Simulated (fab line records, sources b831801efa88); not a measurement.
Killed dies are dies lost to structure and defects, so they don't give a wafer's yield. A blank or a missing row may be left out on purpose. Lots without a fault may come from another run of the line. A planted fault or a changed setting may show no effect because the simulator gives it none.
Which tool did it? | flow sky130 | 13 lots, 39 wafers sampled, at 3 steps of a route of 708

WHAT THE GAUGES READ, wafer by wafer
SKY_METAL5_RS_MEAS_05: measures by four-point-probe.
lot  | measured     | on            | METAL5_ALCU_RS (ohm/sq)
L336 | day 42 11:50 | film_metro-02 | 0.02758 0.02765 0.02753
L337 | day 43 01:26 | film_metro-03 | 0.02688 0.02652 0.02648
L338 | day 43 14:50 | film_metro-01 | 0.02745 0.02741 0.02719
L340 | day 44 02:02 | film_metro-01 | 0.02694 0.02713 0.02694
L339 | day 44 02:46 | film_metro-02 | 0.02683 0.02666 0.02654
L341 | day 44 04:23 | film_metro-02 | 0.02686 0.02658 0.02658
L343 | day 44 20:17 | film_metro-03 | 0.02719 0.02691 0.02709
L344 | day 45 01:27 | film_metro-03 | 0.02684 0.0268 0.02681
L345 | day 45 08:37 | film_metro-03 | 0.02719 0.02717 0.0269
L348 | day 46 09:10 | film_metro-02 | 0.02729 0.02746 0.02709 0.02724 0.02744 0.02707
L350 | day 46 14:47 | film_metro-02 | 0.02712 0.02719 0.02702 0.02716 0.02717 0.02701
L351 | day 46 15:23 | film_metro-03 | 0.0268 0.02685 0.02682 0.02674 0.02685 0.0268
L358 | day 48 18:43 | film_metro-02 | 0.02736 0.02768 0.02734

SKY_METAL5_THK_MEAS_06: measures by xrf.
lot  | measured     | on            | METAL5_ALCU_THK (nm)
L336 | day 42 11:57 | film_metro-02 | 1143 1136 1149
L337 | day 43 01:33 | film_metro-03 | 1162 1176 1177
L338 | day 43 14:57 | film_metro-01 | 1154 1159 1172
L340 | day 44 02:09 | film_metro-01 | 1181 1172 1174
L339 | day 44 02:53 | film_metro-02 | 1176 1184 1185
L341 | day 44 04:29 | film_metro-02 | 1183 1190 1191
L343 | day 44 20:24 | film_metro-03 | 1148 1167 1162
L344 | day 45 01:34 | film_metro-03 | 1161 1168 1172
L345 | day 45 08:43 | film_metro-03 | 1145 1145 1162
L348 | day 46 12:14 | film_metro-02 | 1018 1006 1027 1021 1013 1026
L350 | day 46 17:53 | film_metro-02 | 1027 1022 1029 1026 1025 1030
L351 | day 46 18:23 | film_metro-03 | 1030 1019 1034 1027 1023 1023
L358 | day 48 18:50 | film_metro-02 | 1152 1136 1152

WHICH TOOL RAN EACH LOT (tool, then ch and the chambers of the sampled wafers, then the start)
lot  | SKY_METAL5_SPUTTER_04
L336 | pvd_sputter-03, day 42 11:47
L337 | pvd_sputter-01, day 43 01:23
L338 | pvd_sputter-02, day 43 14:46
L340 | pvd_sputter-03, day 44 01:59
L339 | pvd_sputter-01, day 44 02:43
L341 | pvd_sputter-01, day 44 04:19
L343 | pvd_sputter-01, day 44 20:13
L344 | pvd_sputter-01, day 45 01:23
L345 | pvd_sputter-01, day 45 08:32
L348 | pvd_sputter-01, day 46 09:06
L350 | pvd_sputter-01, day 46 14:43
L351 | pvd_sputter-01, day 46 15:19
L358 | pvd_sputter-02, day 48 18:40
- SKY_METAL5_SPUTTER_04: material TiN, target thk 70 nm, time 58.3 s.

WHAT THE TOOLS THEMSELVES READ (means of the sampled wafers that have a number; where no wafer has one, the mark that the record gives instead)
SKY_METAL5_SPUTTER_04.
lot  | tool           | throttle_valve_pct (%)
L336 | pvd_sputter-03 | 30.4
L337 | pvd_sputter-01 | 30.6
L338 | pvd_sputter-02 | 31.7
L340 | pvd_sputter-03 | 29.4
L339 | pvd_sputter-01 | 30.6
L341 | pvd_sputter-01 | 30.1
L343 | pvd_sputter-01 | 30.1
L344 | pvd_sputter-01 | 30.9
L345 | pvd_sputter-01 | 30.3
L348 | pvd_sputter-01 | 31.1
L350 | pvd_sputter-01 | 30.3
L351 | pvd_sputter-01 | 30.0
L358 | pvd_sputter-02 | 28.8

THE ANSWER, worked out from the rows above alone
Rule: what is usual is taken from the lots themselves. Put in order of their means at a reading, lots are off if they are a third of the lots or fewer, leave a main group of 4 or more, and stand apart from it by a gap of 3 or more times the standard deviation of the main group's means; of several such gaps the widest counts. A main group whose means are all the same, to the digits that the tables above print for the reading, isn't used. A lot without any number at a reading at which 4 lots or more have one is off too. The other lots that the step has rows for count as sound. The gauges are gone through in route order, then the tools' own readings, and for those a lot's mean is taken as printed above. The first step at which some lot is off is used, and at that step the reading that is off furthest; a lot without a number counts as furthest.
Off: L348, L350, L351, at SKY_METAL5_THK_MEAS_06 (METAL5_ALCU_THK). The main group: mean 1164 nm, standard deviation 14.
A tool fits if, at a process step before that reading, it ran every lot that is off, and no sound lot after the first of them. The gauges at SKY_METAL5_THK_MEAS_06 are tried like those tools. One fits: pvd_sputter-01 at SKY_METAL5_SPUTTER_04. Its last sound lot is L345 (day 45 08:32), its first lot that is off L348 (day 46 09:06): a fault that began between those two fits.

WHAT THE SIMULATOR HAD PUT IN
Process parameter drift: pvd_sputter-01, from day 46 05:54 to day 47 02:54, at SKY_METAL5_SPUTTER_04. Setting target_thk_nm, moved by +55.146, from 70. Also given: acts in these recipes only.
Lots struck among those shown: L348, L350, L351. The rule above found the same.
